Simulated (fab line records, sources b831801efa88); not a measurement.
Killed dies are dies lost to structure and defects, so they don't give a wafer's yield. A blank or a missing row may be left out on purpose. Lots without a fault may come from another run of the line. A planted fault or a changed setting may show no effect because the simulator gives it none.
fab line records | flow gf180mcu
record lots=5 wafers=15 last_day=34
route steps=602 shown VT_IMPLANT@98
lots that met no fault: from a run of the same line without faults
start_h: hours from the record's first day to the start of the lot's first wafer shown | wait_h: hours since the lot's step before | " the same as in the row above | L1.1+2: a row that stands for several wafers | - no value, or no start given | * or withheld: withheld | < > ~ a bound
route shown NAME@n: a module of which the file shows steps, and the number in the route of the first | usual: mean/standard deviation of fault-free wafers | same: alike in all rows | chamber/n: place in a boat | sites: the reading at each site | _std_site: their standard deviation | _edge_site: outer sites' mean less inner sites' | radius_mm: how far each site lies from the wafer's centre | mask NAME#n: copy n | behind: the tool/chamber that last shaped the wafer | hold: why the lot was held/for how many hours/how that ended | device: the transistor (n, p or np) that didn't switch | end of line: the same wafers' tests at the end of the route | a step without rows: its recipe alone | killed: dies lost to structure and defects at the first sort, not the wafer's yield | map: a wafer's dies, x killed, . not, _ none there
set.NAME: the setting as run; set.NAME@STEP: as run at that earlier step | model.NAME: the simulator's own value behind a step, which no gauge read
lots at some steps of the route; a table a step, a row a wafer
services: from which hour (start_h, from the record's first day; less than 0 if before it) a tool's chamber was out of use, for how many hours, and why
## steps
# step GF_VT_IMPLANT_IMPLANT_08
# recipe species=BF2 energy_kev=20 dose_cm2=8.29e+12 tilt_deg=7
# usual beam_on_s=10.04/0.21 end_station_pressure_torr=5.04e-06/2.6e-07
# columns lot.wafer tool chamber start_h wait_h beam_on_s end_station_pressure_torr
L075.3 implanter-04 0 119.59 0.1 10.03 5.22e-06
L075.5 " 0 " " 9.86 5.16e-06
L075.6 " 0 " " 9.99 5.01e-06
L079.2 implanter-03 0 140.38 0.0 10.29 4.84e-06
L079.3 " 0 " " 9.97 4.96e-06
L079.6 " 0 " " 10.51 5.36e-06
L084.3 implanter-04 0 171.68 0.1 9.82 5.29e-06
L084.4 " 0 " " 9.72 5.1e-06
L084.6 " 0 " " 10.14 5.15e-06
L091.2 implanter-03 0 225.76 0.0 10.12 4.71e-06
L091.3 " 0 " " 10.16 5.35e-06
L091.6 " 0 " " 10.04 4.84e-06
L097.1 implanter-03 0 255.28 0.0 10.12 4.82e-06
L097.4 " 0 " " 10.08 5.21e-06
L097.5 " 0 " " 9.96 4.94e-06
# step GF_VT_IMPLANT_STRIP_09
# recipe chemistry=O2/N2 power_w=1400 pressure_mtorr=1500 platen_temp_c=250 o2_flow_sccm=3000 n2_flow_sccm=300 overash_fraction=0.5
# usual drypump_motor_current_A=5.8/0.41 heater_power_w=350/38 oes_product_au=0.716/0.0044 strip_time_to_endpoint_s=12.65/0.035
# columns lot.wafer tool chamber start_h wait_h drypump_motor_current_A heater_power_w oes_product_au rf_hours_counter_h strip_time_to_endpoint_s
L075.3 plasma_asher-04 0 119.72 0.1 6.1 307 0.718 - 12.62
L075.5 " 1 " " 5.6 395 0.716 - 12.59
L075.6 " 0 " " 6.1 308 0.713 - 12.58
L079.2 plasma_asher-01 0 140.50 0.1 6.8 337 0.710 49 12.67
L079.3 " 0 " " 6.7 342 0.722 - 12.65
L079.6 " 0 " " 6.7 342 0.723 - 12.67
L084.3 plasma_asher-04 1 171.81 0.1 5.6 399 0.707 - 12.66
L084.4 " 0 " " 6.1 303 0.714 - 12.68
L084.6 " 1 " " 5.6 403 0.723 - 12.64
L091.2 plasma_asher-02 0 225.88 0.1 5.6 337 0.728 59 12.62
L091.3 " 1 " " 5.4 328 0.716 - 12.62
L091.6 " 0 " " 5.6 335 0.723 - 12.63
L097.1 plasma_asher-02 0 255.43 0.1 5.6 340 0.712 62 12.63
L097.4 " 1 " " 5.5 318 0.714 - 12.64
L097.5 " 0 " " 5.6 346 0.710 - 12.60
# step GF_VT_IMPLANT_TW_MEAS_10
# usual VT_IMPLANT_TW=565/9.3
# columns lot.wafer tool chamber start_h wait_h VT_IMPLANT_TW
L075.3 film_metro-03 - 119.81 0.1 556
L075.5 " - " " 558
L075.6 " - " " 558
L079.2 film_metro-04 - 140.61 0.1 569
L079.3 " - " " 567
L079.6 " - " " 566
L084.3 film_metro-03 - 171.90 0.1 557
L084.4 " - " " 557
L084.6 " - " " 560
L091.2 film_metro-03 - 225.99 0.1 563
L091.3 " - " " 556
L091.6 " - " " 560
L097.1 film_metro-02 - 255.53 0.1 578
L097.4 " - " " 581
L097.5 " - " " 581
# step GF_VT_IMPLANT_DEHYDRATE_11
# recipe temp_c=200 time_s=60
# usual resist_line_temp_C=23.01/0.11
# same time_s=60
# columns lot.wafer tool chamber start_h wait_h resist_line_temp_C
L075.3 litho_track-01 0 125.75 5.9 22.96
L075.5 " 0 " " 23.02
L075.6 " 0 " " 22.80
L079.2 litho_track-01 0 147.67 7.0 22.98
L079.3 " 0 " " 23.02
L079.6 " 0 " " 23.08
L084.3 litho_track-02 0 179.65 7.7 22.98
L084.4 " 0 " " 23.11
L084.6 " 0 " " 23.00
L091.2 litho_track-02 0 234.37 8.4 23.09
L091.3 " 0 " " 23.07
L091.6 " 0 " " 23.16
L097.1 litho_track-04 0 264.86 9.3 23.09
L097.4 " 0 " " 23.14
L097.5 " 0 " " 23.15
# step GF_VT_IMPLANT_HMDS_12
# recipe prime_time_s=60 prime_temp_c=120
# usual resist_line_temp_C=22.99/0.086
# columns lot.wafer tool chamber start_h wait_h resist_line_temp_C
L075.3 litho_track-01 0 125.90 0.1 22.93
L075.5 " 0 " " 22.95
L075.6 " 0 " " 22.84
L079.2 litho_track-01 0 147.82 0.1 22.87
L079.3 " 0 " " 22.89
L079.6 " 0 " " 23.05
L084.3 litho_track-02 0 179.80 0.1 23.03
L084.4 " 0 " " 22.99
L084.6 " 0 " " 22.93
L091.2 litho_track-02 0 234.52 0.1 22.88
L091.3 " 0 " " 22.97
L091.6 " 0 " " 22.93
L097.1 litho_track-04 0 265.01 0.1 23.07
L097.4 " 0 " " 23.18
L097.5 " 0 " " 23.13
# step GF_VT_IMPLANT_COAT_13
# recipe resist=NOVOLAK spin_rpm=3000 resist_thk_nm=1000
# usual resist_line_temp_C=22.98/0.12
# columns lot.wafer tool chamber start_h wait_h resist_line_temp_C
L075.3 litho_track-01 0 126.05 0.1 23.06
L075.5 " 0 " " 23.11
L075.6 " 0 " " 22.86
L079.2 litho_track-01 0 147.97 0.1 22.93
L079.3 " 0 " " 22.86
L079.6 " 0 " " 22.84
L084.3 litho_track-02 0 179.95 0.1 23.02
L084.4 " 0 " " 22.86
L084.6 " 0 " " 22.88
L091.2 litho_track-02 0 234.67 0.1 22.90
L091.3 " 0 " " 22.96
L091.6 " 0 " " 23.05
L097.1 litho_track-04 0 265.16 0.1 23.06
L097.4 " 0 " " 23.08
L097.5 " 0 " " 23.03
# step GF_VT_IMPLANT_SOFTBAKE_14
# recipe temp_c=90 time_s=60 resist=NOVOLAK
# usual resist_line_temp_C=23.01/0.11
# same time_s=60
# columns lot.wafer tool chamber start_h wait_h resist_line_temp_C
L075.3 litho_track-01 0 126.20 0.1 23.09
L075.5 " 0 " " 23.15
L075.6 " 0 " " 23.09
L079.2 litho_track-01 0 148.12 0.1 23.02
L079.3 " 0 " " 22.94
L079.6 " 0 " " 23.03
L084.3 litho_track-02 0 180.10 0.1 23.15
L084.4 " 0 " " 22.98
L084.6 " 0 " " 22.89
L091.2 litho_track-02 0 234.82 0.1 23.09
L091.3 " 0 " " 23.01
L091.6 " 0 " " 23.03
L097.1 litho_track-04 0 265.31 0.1 23.02
L097.4 " 0 " " 23.00
L097.5 " 0 " " 22.93
# step GF_VT_IMPLANT_EXPOSE_15
# recipe mask_id=Nwell_LV_AREA target_cd_nm=860 na=0.6 source_shape=conventional sigma_outer=0.6 dose_mj=140
# usual reticle_temp_C=22.99/0.091
# columns lot.wafer tool chamber start_h wait_h mask reticle_temp_C
L075.3 iline_stepper-01 0 - - Nwell_LV_AREA#0 22.95
L075.5 " 0 " " Nwell_LV_AREA#0 22.91
L075.6 " 0 " " Nwell_LV_AREA#0 22.98
L079.2 iline_stepper-02 0 - - Nwell_LV_AREA#0 23.02
L079.3 " 0 " " Nwell_LV_AREA#0 22.90
L079.6 " 0 " " Nwell_LV_AREA#0 22.87
L084.3 iline_stepper-02 0 - - Nwell_LV_AREA#0 22.95
L084.4 " 0 " " Nwell_LV_AREA#0 23.05
L084.6 " 0 " " Nwell_LV_AREA#0 22.79
L091.2 iline_stepper-02 0 - - Nwell_LV_AREA#0 23.01
L091.3 " 0 " " Nwell_LV_AREA#0 23.08
L091.6 " 0 " " Nwell_LV_AREA#0 23.03
L097.1 iline_stepper-01 0 - - Nwell_LV_AREA#0 23.01
L097.4 " 0 " " Nwell_LV_AREA#0 23.04
L097.5 " 0 " " Nwell_LV_AREA#0 23.02
# step GF_VT_IMPLANT_PEB_16
# recipe temp_c=withheld time_s=* resist=NOVOLAK
# usual resist_line_temp_C=*
# same time_s=*
# columns lot.wafer tool chamber start_h wait_h resist_line_temp_C
L075.3 litho_track-02 0 - - *
L075.5 " 0 " " *
L075.6 " 0 " " *
L079.2 litho_track-02 0 - - *
L079.3 " 0 " " *
L079.6 " 0 " " *
L084.3 litho_track-04 0 - - *
L084.4 " 0 " " *
L084.6 " 0 " " *
L091.2 litho_track-02 0 - - *
L091.3 " 0 " " *
L091.6 " 0 " " *
L097.1 litho_track-01 0 - - *
L097.4 " 0 " " *
L097.5 " 0 " " *
# step GF_VT_IMPLANT_DEVELOP_17
# recipe develop_time_s=60 dev_temp_c=23
# usual resist_line_temp_C=22.98/0.11
# columns lot.wafer tool chamber start_h wait_h resist_line_temp_C
L075.3 litho_track-02 0 132.80 0.1 22.85
L075.5 " 0 " " 22.91
L075.6 " 0 " " 22.96
L079.2 litho_track-02 0 155.37 0.1 23.03
L079.3 " 0 " " 23.19
L079.6 " 0 " " 23.23
L084.3 litho_track-04 0 188.62 0.1 23.00
L084.4 " 0 " " 22.98
L084.6 " 0 " " 22.94
L091.2 litho_track-02 0 243.87 0.1 22.98
L091.3 " 0 " " 22.89
L091.6 " 0 " " 23.06
L097.1 litho_track-01 0 274.69 0.1 22.97
L097.4 " 0 " " 23.03
L097.5 " 0 " " 23.13
# step GF_VT_IMPLANT_OVL_MEAS_18
# usual VT_IMPLANT_01_OVL=-0.5/1.4
# columns lot.wafer tool chamber start_h wait_h VT_IMPLANT_01_OVL[nm]
L075.3 overlay-01 - 132.91 0.1 -1.7
L075.5 " - " " -0.8
L075.6 " - " " 0.4
L079.2 overlay-01 - 155.51 0.1 2.3
L079.3 " - " " -0.9
L079.6 " - " " 0.1
L084.3 overlay-01 - 188.73 0.1 -0.4
L084.4 " - " " -1.4
L084.6 " - " " 0.7
L091.2 overlay-01 - 244.00 0.1 1.6
L091.3 " - " " -1.6
L091.6 " - " " -0.7
L097.1 overlay-02 - 274.84 0.1 -1.5
L097.4 " - " " -0.7
L097.5 " - " " -1.4
# step GF_VT_IMPLANT_IMPLANT_19
# recipe species=As energy_kev=100 dose_cm2=4.35e+12 tilt_deg=7
# usual beam_on_s=10.00/0.2 end_station_pressure_torr=5.03e-06/2.6e-07
# columns lot.wafer tool chamber start_h wait_h beam_on_s end_station_pressure_torr
L075.3 implanter-03 0 132.99 0.1 10.13 4.96e-06
L075.5 " 0 " " 10.11 4.81e-06
L075.6 " 0 " " 9.78 5.24e-06
L079.2 implanter-01 0 155.56 0.0 9.67 5.55e-06
L079.3 " 0 " " 9.69 5.32e-06
L079.6 " 0 " " 10.32 5.58e-06
L084.3 implanter-03 0 188.80 0.1 9.93 5.37e-06
L084.4 " 0 " " 10.24 4.99e-06
L084.6 " 0 " " 9.76 5.13e-06
L091.2 implanter-04 0 244.06 0.0 10.01 5.04e-06
L091.3 " 0 " " 10.03 5.14e-06
L091.6 " 0 " " 10.19 5.23e-06
L097.1 implanter-03 0 274.88 0.0 9.75 4.94e-06
L097.4 " 0 " " 9.93 4.85e-06
L097.5 " 0 " " 10.06 4.88e-06
# step GF_VT_IMPLANT_STRIP_20
# recipe chemistry=O2/N2 power_w=1400 pressure_mtorr=1500 platen_temp_c=250 o2_flow_sccm=3000 n2_flow_sccm=300 overash_fraction=0.5
# usual drypump_motor_current_A=5.9/0.44 heater_power_w=353/37 oes_product_au=0.717/0.0048 strip_time_to_endpoint_s=12.63/0.033
# columns lot.wafer tool chamber start_h wait_h drypump_motor_current_A heater_power_w oes_product_au rf_hours_counter_h strip_time_to_endpoint_s
L075.3 plasma_asher-04 0 133.12 0.1 6.1 308 0.710 - 12.66
L075.5 " 1 " " 5.6 402 0.719 - 12.68
L075.6 " 0 " " 6.1 308 0.720 - 12.65
L079.2 plasma_asher-01 0 155.69 0.1 6.7 330 0.727 51 12.63
L079.3 " 1 " " 5.6 392 0.719 - 12.64
L079.6 " 0 " " 6.7 341 0.718 - 12.64
L084.3 plasma_asher-01 0 188.93 0.1 6.7 347 0.721 - 12.64
L084.4 " 1 " " 5.6 388 0.706 - 12.66
L084.6 " 1 " " 5.6 397 0.721 - 12.67
L091.2 plasma_asher-01 0 244.18 0.1 6.7 344 0.714 59 12.71
L091.3 " 1 " " 5.6 383 0.720 - 12.69
L091.6 " 0 " " 6.7 348 0.719 - 12.71
L097.1 plasma_asher-04 0 275.03 0.1 6.1 309 0.716 47 12.63
L097.4 " 0 " " 6.1 304 0.721 - 12.61
L097.5 " 1 " " 5.6 408 0.715 - 12.61
# step GF_VT_IMPLANT_TW_MEAS_21
# usual VT_IMPLANT_2_TW=1224/18
# columns lot.wafer tool chamber start_h wait_h VT_IMPLANT_2_TW
L075.3 film_metro-03 - 133.21 0.1 1217
L075.5 " - " " 1228
L075.6 " - " " 1214
L079.2 film_metro-04 - 155.80 0.1 1218
L079.3 " - " " 1225
L079.6 " - " " 1222
L084.3 film_metro-03 - 189.02 0.1 1197
L084.4 " - " " 1209
L084.6 " - " " 1202
L091.2 film_metro-03 - 244.29 0.1 1211
L091.3 " - " " 1208
L091.6 " - " " 1215
L097.1 film_metro-02 - 275.13 0.1 1250
L097.4 " - " " 1245
L097.5 " - " " 1250
# step GF_VT_IMPLANT_DEHYDRATE_22
# recipe temp_c=200 time_s=60
# usual resist_line_temp_C=23.03/0.097
# same time_s=60
# columns lot.wafer tool chamber start_h wait_h resist_line_temp_C
L075.3 litho_track-01 0 139.45 6.2 23.07
L075.5 " 0 " " 22.93
L075.6 " 0 " " 23.19
L079.2 litho_track-04 0 162.74 6.9 23.06
L079.3 " 0 " " 22.97
L079.6 " 0 " " 23.06
L084.3 litho_track-01 0 197.19 8.2 23.24
L084.4 " 0 " " 23.10
L084.6 " 0 " " 23.03
L091.2 litho_track-04 0 253.24 8.9 23.07
L091.3 " 0 " " 23.05
L091.6 " 0 " " 22.92
L097.1 litho_track-01 0 284.19 9.1 22.96
L097.4 " 0 " " 22.72
L097.5 " 0 " " 22.91
# step GF_VT_IMPLANT_HMDS_23
# recipe prime_time_s=60 prime_temp_c=120
# usual resist_line_temp_C=22.99/0.11
# columns lot.wafer tool chamber start_h wait_h resist_line_temp_C
L075.3 litho_track-01 0 139.60 0.1 23.11
L075.5 " 0 " " 23.10
L075.6 " 0 " " 23.10
L079.2 litho_track-04 0 162.89 0.1 22.95
L079.3 " 0 " " 23.01
L079.6 " 0 " " 23.08
L084.3 litho_track-01 0 197.34 0.1 22.99
L084.4 " 0 " " 23.10
L084.6 " 0 " " 23.04
L091.2 litho_track-04 0 253.39 0.1 22.95
L091.3 " 0 " " 22.83
L091.6 " 0 " " 22.98
L097.1 litho_track-01 0 284.34 0.1 23.03
L097.4 " 0 " " 22.91
L097.5 " 0 " " 23.03
# step GF_VT_IMPLANT_COAT_24
# recipe resist=NOVOLAK spin_rpm=3000 resist_thk_nm=1000
# usual resist_line_temp_C=23.00/0.11
# columns lot.wafer tool chamber start_h wait_h resist_line_temp_C
L075.3 litho_track-01 0 139.75 0.1 22.95
L075.5 " 0 " " 22.96
L075.6 " 0 " " 22.89
L079.2 litho_track-04 0 163.04 0.1 22.97
L079.3 " 0 " " 23.03
L079.6 " 0 " " 23.03
L084.3 litho_track-01 0 197.49 0.1 22.95
L084.4 " 0 " " 23.08
L084.6 " 0 " " 23.04
L091.2 litho_track-04 0 253.54 0.1 23.09
L091.3 " 0 " " 23.13
L091.6 " 0 " " 23.07
L097.1 litho_track-01 0 284.49 0.1 22.94
L097.4 " 0 " " 22.93
L097.5 " 0 " " 23.15
# step GF_VT_IMPLANT_SOFTBAKE_25
# recipe temp_c=90 time_s=60 resist=NOVOLAK
# usual resist_line_temp_C=22.99/0.11
# same time_s=60
# columns lot.wafer tool chamber start_h wait_h resist_line_temp_C
L075.3 litho_track-01 0 139.90 0.1 23.01
L075.5 " 0 " " 23.02
L075.6 " 0 " " 23.06
L079.2 litho_track-04 0 163.19 0.1 22.99
L079.3 " 0 " " 22.97
L079.6 " 0 " " 23.05
L084.3 litho_track-01 0 197.64 0.1 23.02
L084.4 " 0 " " 22.85
L084.6 " 0 " " 22.91
L091.2 litho_track-04 0 253.69 0.1 22.93
L091.3 " 0 " " 23.09
L091.6 " 0 " " 22.98
L097.1 litho_track-01 0 284.64 0.1 23.18
L097.4 " 0 " " 23.28
L097.5 " 0 " " 23.04
# step GF_VT_IMPLANT_EXPOSE_26
# recipe mask_id=LVPWELL_HV_AREA target_cd_nm=860 na=0.6 source_shape=conventional sigma_outer=0.6 dose_mj=140
# usual reticle_temp_C=22.98/0.11
# columns lot.wafer tool chamber start_h wait_h mask reticle_temp_C
L075.3 iline_stepper-02 0 - - LVPWELL_HV_AREA#0 22.91
L075.5 " 0 " " LVPWELL_HV_AREA#0 22.92
L075.6 " 0 " " LVPWELL_HV_AREA#0 22.86
L079.2 iline_stepper-02 0 - - LVPWELL_HV_AREA#0 23.04
L079.3 " 0 " " LVPWELL_HV_AREA#0 23.08
L079.6 " 0 " " LVPWELL_HV_AREA#0 22.84
L084.3 iline_stepper-02 0 - - LVPWELL_HV_AREA#0 22.93
L084.4 " 0 " " LVPWELL_HV_AREA#0 22.93
L084.6 " 0 " " LVPWELL_HV_AREA#0 23.02
L091.2 iline_stepper-01 0 - - LVPWELL_HV_AREA#0 22.90
L091.3 " 0 " " LVPWELL_HV_AREA#0 22.94
L091.6 " 0 " " LVPWELL_HV_AREA#0 23.05
L097.1 iline_stepper-02 0 - - LVPWELL_HV_AREA#0 22.91
L097.4 " 0 " " LVPWELL_HV_AREA#0 22.79
L097.5 " 0 " " LVPWELL_HV_AREA#0 22.92
# step GF_VT_IMPLANT_PEB_27
# recipe temp_c=withheld time_s=* resist=NOVOLAK
# usual resist_line_temp_C=*
# same time_s=*
# columns lot.wafer tool chamber start_h wait_h resist_line_temp_C
L075.3 litho_track-01 0 - - *
L075.5 " 0 " " *
L075.6 " 0 " " *
L079.2 litho_track-04 0 - - *
L079.3 " 0 " " *
L079.6 " 0 " " *
L084.3 litho_track-01 0 - - *
L084.4 " 0 " " *
L084.6 " 0 " " *
L091.2 litho_track-04 0 - - *
L091.3 " 0 " " *
L091.6 " 0 " " *
L097.1 litho_track-01 0 - - *
L097.4 " 0 " " *
L097.5 " 0 " " *
# step GF_VT_IMPLANT_DEVELOP_28
# recipe develop_time_s=60 dev_temp_c=23
# usual resist_line_temp_C=22.99/0.11
# columns lot.wafer tool chamber start_h wait_h resist_line_temp_C
L075.3 litho_track-01 0 147.54 0.1 22.89
L075.5 " 0 " " 22.96
L075.6 " 0 " " 23.10
L079.2 litho_track-04 0 171.24 0.1 23.08
L079.3 " 0 " " 23.00
L079.6 " 0 " " 23.14
L084.3 litho_track-01 0 206.19 0.1 22.99
L084.4 " 0 " " 22.93
L084.6 " 0 " " 22.94
L091.2 litho_track-04 0 262.59 0.1 23.01
L091.3 " 0 " " 23.04
L091.6 " 0 " " 23.07
L097.1 litho_track-01 0 294.44 0.1 22.98
L097.4 " 0 " " 23.10
L097.5 " 0 " " 23.05
# step GF_VT_IMPLANT_OVL_MEAS_29
# usual VT_IMPLANT_02_OVL=-0.2/1.2
# columns lot.wafer tool chamber start_h wait_h VT_IMPLANT_02_OVL[nm]
L075.3 overlay-02 - 147.66 0.1 0.5
L075.5 " - " " -0.9
L075.6 " - " " -0.1
L079.2 overlay-02 - 171.37 0.1 0.3
L079.3 " - " " -1.5
L079.6 " - " " 0.2
L084.3 overlay-01 - 206.31 0.1 -2.3
L084.4 " - " " -1.5
L084.6 " - " " -2.1
L091.2 overlay-01 - 262.72 0.1 -1.1
L091.3 " - " " 0.3
L091.6 " - " " -1.4
L097.1 overlay-02 - 294.59 0.1 -0.4
L097.4 " - " " 1.5
L097.5 " - " " -0.4
# step GF_VT_IMPLANT_IMPLANT_30
# recipe species=B energy_kev=25 dose_cm2=2.534e+12 tilt_deg=7
# usual beam_on_s=10.01/0.19 end_station_pressure_torr=5.03e-06/2.8e-07
# columns lot.wafer tool chamber start_h wait_h beam_on_s end_station_pressure_torr
L075.3 implanter-01 0 147.73 0.1 9.70 4.95e-06
L075.5 " 0 " " 9.91 4.8e-06
L075.6 " 0 " " 9.91 4.95e-06
L079.2 implanter-03 0 171.43 0.0 9.90 5.4e-06
L079.3 " 0 " " 9.58 4.75e-06
L079.6 " 0 " " 9.93 4.11e-06
L084.3 implanter-04 0 206.38 0.1 10.09 5.28e-06
L084.4 " 0 " " 10.20 5.72e-06
L084.6 " 0 " " 10.38 5.51e-06
L091.2 implanter-03 0 262.77 0.0 10.12 5.24e-06
L091.3 " 0 " " 9.70 5.61e-06
L091.6 " 0 " " 10.00 4.83e-06
L097.1 implanter-03 0 294.63 0.0 10.04 5.31e-06
L097.4 " 0 " " 9.77 4.72e-06
L097.5 " 0 " " 9.88 5.26e-06
# step GF_VT_IMPLANT_STRIP_31
# recipe chemistry=O2/N2 power_w=1400 pressure_mtorr=1500 platen_temp_c=250 o2_flow_sccm=3000 n2_flow_sccm=300 overash_fraction=0.5
# usual drypump_motor_current_A=5.8/0.48 heater_power_w=349/31 oes_product_au=0.715/0.0041 strip_time_to_endpoint_s=12.64/0.033
# columns lot.wafer tool chamber start_h wait_h drypump_motor_current_A heater_power_w oes_product_au rf_hours_counter_h strip_time_to_endpoint_s
L075.3 plasma_asher-02 0 147.86 0.1 5.6 332 0.713 - 12.66
L075.5 " 0 " " 5.6 333 0.720 - 12.64
L075.6 " 1 " " 5.5 325 0.718 - 12.69
L079.2 plasma_asher-01 0 171.55 0.1 6.7 345 0.718 52 12.60
L079.3 " 1 " " 5.6 396 0.713 - 12.64
L079.6 " 0 " " 6.7 344 0.720 - 12.64
L084.3 plasma_asher-01 1 206.51 0.1 5.6 394 0.716 - 12.65
L084.4 " 0 " " 6.7 341 0.716 - 12.63
L084.6 " 1 " " 5.6 384 0.714 - 12.64
L091.2 plasma_asher-02 0 262.90 0.1 5.6 348 0.715 63 12.61
L091.3 " 0 " " 5.6 331 0.715 - 12.60
L091.6 " 1 " " 5.4 326 0.712 - 12.62
L097.1 plasma_asher-02 1 294.78 0.1 5.4 317 0.719 67 12.61
L097.4 " 1 " " 5.4 318 0.707 - 12.64
L097.5 " 0 " " 5.6 338 0.715 - 12.64
# step GF_VT_IMPLANT_TW_MEAS_32
# usual VT_IMPLANT_3_TW=271/3.8
# columns lot.wafer tool chamber start_h wait_h VT_IMPLANT_3_TW
L075.3 film_metro-02 - 147.95 0.1 276
L075.5 " - " " 275
L075.6 " - " " 274
L079.2 film_metro-04 - 171.66 0.1 270
L079.3 " - " " 269
L079.6 " - " " 271
L084.3 film_metro-03 - 206.60 0.1 267
L084.4 " - " " 267
L084.6 " - " " 265
L091.2 film_metro-04 - 263.01 0.1 270
L091.3 " - " " 271
L091.6 " - " " 272
L097.1 film_metro-04 - 294.88 0.1 268
L097.4 " - " " 269
L097.5 " - " " 269
# step GF_VT_IMPLANT_DEHYDRATE_33
# recipe temp_c=200 time_s=60
# usual resist_line_temp_C=22.99/0.1
# same time_s=60
# columns lot.wafer tool chamber start_h wait_h resist_line_temp_C
L075.3 litho_track-04 0 155.07 7.1 23.14
L075.5 " 0 " " 22.94
L075.6 " 0 " " 23.12
L079.2 litho_track-01 0 179.27 7.6 23.09
L079.3 " 0 " " 23.02
L079.6 " 0 " " 22.64
L084.3 litho_track-04 0 215.26 8.7 22.99
L084.4 " 0 " " 22.83
L084.6 " 0 " " 23.02
L091.2 litho_track-02 0 272.57 9.6 22.97
L091.3 " 0 " " 23.01
L091.6 " 0 " " 22.96
L097.1 litho_track-04 0 305.16 10.3 23.07
L097.4 " 0 " " 23.02
L097.5 " 0 " " 23.07
# step GF_VT_IMPLANT_HMDS_34
# recipe prime_time_s=60 prime_temp_c=120
# usual resist_line_temp_C=22.98/0.1
# columns lot.wafer tool chamber start_h wait_h resist_line_temp_C
L075.3 litho_track-04 0 155.22 0.1 22.90
L075.5 " 0 " " 23.07
L075.6 " 0 " " 22.93
L079.2 litho_track-01 0 179.42 0.1 23.00
L079.3 " 0 " " 22.83
L079.6 " 0 " " 22.79
L084.3 litho_track-04 0 215.41 0.1 23.01
L084.4 " 0 " " 23.02
L084.6 " 0 " " 22.96
L091.2 litho_track-02 0 272.72 0.1 23.11
L091.3 " 0 " " 23.02
L091.6 " 0 " " 23.16
L097.1 litho_track-04 0 305.31 0.1 22.80
L097.4 " 0 " " 22.94
L097.5 " 0 " " 22.78
# step GF_VT_IMPLANT_COAT_35
# recipe resist=NOVOLAK spin_rpm=3000 resist_thk_nm=1000
# usual resist_line_temp_C=23.01/0.097
# columns lot.wafer tool chamber start_h wait_h resist_line_temp_C
L075.3 litho_track-04 0 155.37 0.1 23.28
L075.5 " 0 " " 22.89
L075.6 " 0 " " 23.11
L079.2 litho_track-01 0 179.57 0.1 23.04
L079.3 " 0 " " 22.96
L079.6 " 0 " " 23.02
L084.3 litho_track-04 0 215.56 0.1 23.08
L084.4 " 0 " " 23.20
L084.6 " 0 " " 23.06
L091.2 litho_track-02 0 272.87 0.1 23.01
L091.3 " 0 " " 23.03
L091.6 " 0 " " 22.97
L097.1 litho_track-04 0 305.46 0.1 22.85
L097.4 " 0 " " 22.94
L097.5 " 0 " " 22.89
# step GF_VT_IMPLANT_SOFTBAKE_36
# recipe temp_c=90 time_s=60 resist=NOVOLAK
# usual resist_line_temp_C=22.98/0.11
# same time_s=60
# columns lot.wafer tool chamber start_h wait_h resist_line_temp_C
L075.3 litho_track-04 0 155.52 0.1 23.01
L075.5 " 0 " " 22.95
L075.6 " 0 " " 22.96
L079.2 litho_track-01 0 179.72 0.1 22.96
L079.3 " 0 " " 22.88
L079.6 " 0 " " 22.80
L084.3 litho_track-04 0 215.71 0.1 22.94
L084.4 " 0 " " 23.10
L084.6 " 0 " " 23.10
L091.2 litho_track-02 0 273.02 0.1 23.01
L091.3 " 0 " " 22.92
L091.6 " 0 " " 22.87
L097.1 litho_track-04 0 305.61 0.1 22.79
L097.4 " 0 " " 22.91
L097.5 " 0 " " 23.00
# step GF_VT_IMPLANT_EXPOSE_37
# recipe mask_id=Nwell_HV_AREA target_cd_nm=860 na=0.6 source_shape=conventional sigma_outer=0.6 dose_mj=140
# usual reticle_temp_C=22.98/0.11
# columns lot.wafer tool chamber start_h wait_h mask reticle_temp_C
L075.3 iline_stepper-01 0 - - Nwell_HV_AREA#0 22.95
L075.5 " 0 " " Nwell_HV_AREA#0 23.11
L075.6 " 0 " " Nwell_HV_AREA#0 22.94
L079.2 iline_stepper-01 0 - - Nwell_HV_AREA#0 22.88
L079.3 " 0 " " Nwell_HV_AREA#0 23.05
L079.6 " 0 " " Nwell_HV_AREA#0 23.02
L084.3 iline_stepper-02 0 - - Nwell_HV_AREA#0 22.75
L084.4 " 0 " " Nwell_HV_AREA#0 23.00
L084.6 " 0 " " Nwell_HV_AREA#0 23.03
L091.2 iline_stepper-02 0 - - Nwell_HV_AREA#0 23.21
L091.3 " 0 " " Nwell_HV_AREA#0 23.00
L091.6 " 0 " " Nwell_HV_AREA#0 22.98
L097.1 iline_stepper-01 0 - - Nwell_HV_AREA#0 22.86
L097.4 " 0 " " Nwell_HV_AREA#0 22.88
L097.5 " 0 " " Nwell_HV_AREA#0 22.96
# step GF_VT_IMPLANT_PEB_38
# recipe temp_c=withheld time_s=* resist=NOVOLAK
# usual resist_line_temp_C=*
# same time_s=*
# columns lot.wafer tool chamber start_h wait_h resist_line_temp_C
L075.3 litho_track-02 0 - - *
L075.5 " 0 " " *
L075.6 " 0 " " *
L079.2 litho_track-02 0 - - *
L079.3 " 0 " " *
L079.6 " 0 " " *
L084.3 litho_track-01 0 - - *
L084.4 " 0 " " *
L084.6 " 0 " " *
L091.2 litho_track-04 0 - - *
L091.3 " 0 " " *
L091.6 " 0 " " *
L097.1 litho_track-02 0 - - *
L097.4 " 0 " " *
L097.5 " 0 " " *
## services
# columns tool chamber start_h hours kind
plasma_asher-04 - 99.52 0.5 repair
plasma_asher-04 - 106.92 1.2 repair
iline_stepper-02 - 108.32 25.3 repair
implanter-03 - 126.39 4.3 repair
iline_stepper-01 0 153.81 - calibration
implanter-04 - 155.16 2.2 repair
implanter-03 - 155.67 3.9 pm
iline_stepper-02 - 159.60 1.7 pm
iline_stepper-02 - 166.59 1.9 repair
iline_stepper-02 - 185.10 4.4 pm
implanter-03 - 216.81 1.5 repair
implanter-01 - 239.80 2.4 repair
implanter-04 - 248.72 4.1 pm
plasma_asher-01 - 254.43 0.4 repair
iline_stepper-02 0 263.15 - calibration
iline_stepper-01 - 267.33 28.9 pm
implanter-04 - 281.70 2.3 repair
implanter-03 - 285.55 6.2 repair
plasma_asher-01 - 292.08 0.5 repair
implanter-04 - 295.44 1.9 repair
iline_stepper-01 - 296.22 1.7 pm
implanter-04 - 303.72 23.2 pm
plasma_asher-01 - 304.34 0.5 repair
## key
fault none
